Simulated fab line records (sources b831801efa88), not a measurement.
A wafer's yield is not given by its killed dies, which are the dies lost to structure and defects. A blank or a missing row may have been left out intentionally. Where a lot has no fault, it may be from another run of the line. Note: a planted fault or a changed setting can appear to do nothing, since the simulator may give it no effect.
The tool behind it: which one? | flow gf180mcu | 39 wafers from 13 lots sampled at 4 of the route's 602 steps

WHAT THE GAUGES SHOWED, per wafer
GF_CONTACT_BOW_MEAS_05. Usual: CONTACT_BOW gives 64 um (standard deviation 6.9).
lot  | measured     | on            | CONTACT_BOW (um) | flag
L677 | day 15 04:23 | film-metro-02 | 75 74 78         |
L678 | day 15 08:34 | film-metro-03 | 68 60 73         |
L680 | day 16 01:37 | film-metro-03 | 63 52 51         |
L681 | day 16 12:08 | film-metro-03 | 67 64 62         |
L682 | day 17 02:02 | film-metro-03 | 68 60 61         |
L690 | day 20 00:16 | film-metro-02 | 63 57 60         |
L691 | day 20 05:52 | film-metro-04 | 64 58 64         |
L692 | day 20 18:43 | film-metro-02 | 67 62 66         |
L693 | day 20 21:33 | film-metro-04 | 59 73 60         |
L695 | day 21 10:24 | film-metro-03 | 65 56 70         |
L696 | day 21 15:44 | film-metro-04 | 63 80 69         |
L698 | day 22 07:20 | film-metro-04 | 62 74 69         |
L700 | day 23 10:06 | film-metro-03 | 65 60 50         |

GF_V1_THK_MEAS_01. Usual: V1_CVD_00_THK gives 604 nm (standard deviation 5.8).
lot  | measured     | on            | V1_CVD_00_THK (nm) | flag
L677 | day 17 03:04 | film-metro-01 | 610 612 612        |
L678 | day 17 07:02 | film-metro-04 | 604 600 599        |
L680 | day 18 01:12 | film-metro-02 | 607 604 601        |
L681 | day 18 11:29 | film-metro-02 | 612 611 609        |
L682 | day 19 02:55 | film-metro-04 | 594 599 596        |
L690 | day 22 02:59 | film-metro-01 | 601 603 604        |
L691 | day 22 07:01 | film-metro-01 | 608 609 595        |
L692 | day 22 20:46 | film-metro-02 | 596 603 603        |
L693 | day 22 22:46 | film-metro-02 | 603 597 601        |
L695 | day 23 11:46 | film-metro-02 | 612 595 603        |
L696 | day 23 16:55 | film-metro-04 | 595 597 598        |
L698 | day 24 08:03 | film-metro-01 | 609 610 611        |
L700 | day 25 09:42 | film-metro-01 | 605 601 602        |

WHAT TOOL EACH LOT RAN ON (gives the tool, then ch and the chambers of the sampled wafers, and finally the start)
lot  | GF_CONTACT_ETCH_16                 | GF_M1_STRIP_18
L677 | rie-diel-03 ch 0,3, day 16 02:22   | wet-bench-04 ch 3, day 17 02:29
L678 | rie-diel-01 ch 2,3, day 16 06:19   | wet-bench-02 ch 1, day 17 06:30
L680 | rie-diel-02 ch 1,2,3, day 16 23:37 | wet-bench-02 ch 3, day 18 00:41
L681 | rie-diel-01 ch 0,1,2, day 17 10:25 | wet-bench-03 ch 1, day 18 10:56
L682 | rie-diel-01 ch 0,1,2, day 18 01:04 | wet-bench-04 ch 0, day 19 02:23
L690 | rie-diel-02 ch 2,3, day 21 00:46   | wet-bench-04 ch 1, day 22 02:23
L691 | rie-diel-02 ch 0,1,3, day 21 05:10 | wet-bench-02 ch 3, day 22 06:29
L692 | rie-diel-03 ch 0,1,3, day 21 18:43 | wet-bench-02 ch 1, day 22 20:14
L693 | rie-diel-01 ch 1,2, day 21 21:16   | wet-bench-02 ch 0, day 22 22:14
L695 | rie-diel-03 ch 0,1, day 22 10:04   | wet-bench-03 ch 2, day 23 11:14
L696 | rie-diel-01 ch 0,2, day 22 15:40   | wet-bench-02 ch 2, day 23 16:23
L698 | rie-diel-02 ch 0,1,2, day 23 06:22 | wet-bench-04 ch 0, day 24 07:31
L700 | rie-diel-02 ch 1,3, day 24 09:19   | wet-bench-02 ch 3, day 25 09:11
- GF_CONTACT_ETCH_16: etches BARC in N2/H2.
- GF_M1_STRIP_18: strips in post etch residue remover, time 1200 s.

WHAT THE TOOLS THEMSELVES READ (means of the sampled wafers that have a number; where no wafer has one, the mark that the record gives instead)
GF_CONTACT_ETCH_16. Usual: drypump-motor-current-A 5.6 A, standard deviation 0.49; oes-product-au 0.854 a.u., standard deviation 0.0049; throttle-valve-pct 13.224 %, standard deviation 0.0093.
lot  | tool        | drypump-motor-current-A (A) | oes-product-au (a.u.) | throttle-valve-pct (%) | flag
L677 | rie-diel-03 | 6.1                         | 0.856                 | 13.225                 |
L678 | rie-diel-01 | 5.7                         | 0.850                 | 13.221                 |
L680 | rie-diel-02 | 5.5                         | 0.850                 | 13.224                 |
L681 | rie-diel-01 | 5.7                         | 0.857                 | 13.222                 |
L682 | rie-diel-01 | 5.7                         | 0.854                 | 13.225                 |
L690 | rie-diel-02 | 5.5                         | 0.853                 | 13.224                 |
L691 | rie-diel-02 | 5.7                         | 0.859                 | 13.220                 |
L692 | rie-diel-03 | 5.5                         | 0.855                 | 13.220                 |
L693 | rie-diel-01 | 5.4                         | 0.855                 | 13.216                 |
L695 | rie-diel-03 | 5.0                         | 0.850                 | 13.229                 |
L696 | rie-diel-01 | 6.0                         | 0.856                 | 13.218                 |
L698 | rie-diel-02 | 5.4                         | 0.855                 | 13.222                 |
L700 | rie-diel-02 | 5.6                         | 0.855                 | 13.218                 |

GF_M1_STRIP_18. Usual: bath-guard-temp-C 72.4 C, standard deviation 0.38; bath-heat-duty-pct 14.4 %, standard deviation 1.5.
lot  | tool         | bath-guard-temp-C (C) | bath-heat-duty-pct (%) | flag
L677 | wet-bench-04 | 72.0                  | 13.6                   |
L678 | wet-bench-02 | 72.7                  | 15.8                   |
L680 | wet-bench-02 | -                     | -                      | OFF
L681 | wet-bench-03 | -                     | -                      | OFF
L682 | wet-bench-04 | -                     | -                      | OFF
L690 | wet-bench-04 | 72.6                  | 16.0                   |
L691 | wet-bench-02 | 72.1                  | 13.6                   |
L692 | wet-bench-02 | 72.7                  | 15.5                   |
L693 | wet-bench-02 | 72.1                  | 12.7                   |
L695 | wet-bench-03 | 72.2                  | 13.0                   |
L696 | wet-bench-02 | 72.5                  | 14.6                   |
L698 | wet-bench-04 | 72.5                  | 14.7                   |
L700 | wet-bench-02 | 72.1                  | 13.3                   |

THE ANSWER, worked out from the rows above alone
Rule: lot off if the mean of its wafers having a number is beyond 3 standard deviations from the usual mean. Also off: a lot with no number at a reading for which 4 or more lots have one. All remaining lots with rows at the step are treated as sound. Order of review: gauges by route order, followed by the tools' own readings, for which a lot's mean as printed above is used. At the first step where some lot is off, the reading lying furthest off is the one used; lots without a number count as furthest.
Off: L680, L681, L682 (GF_M1_STRIP_18, bath-guard-temp-C). Without a number there: L680, L681, L682.
If a tool, at that step or one of the process steps before it, ran each lot that is off and ran no sound lot following the first of them, it fits. Of those tried, none fits.

WHAT THE SIMULATOR PUT IN
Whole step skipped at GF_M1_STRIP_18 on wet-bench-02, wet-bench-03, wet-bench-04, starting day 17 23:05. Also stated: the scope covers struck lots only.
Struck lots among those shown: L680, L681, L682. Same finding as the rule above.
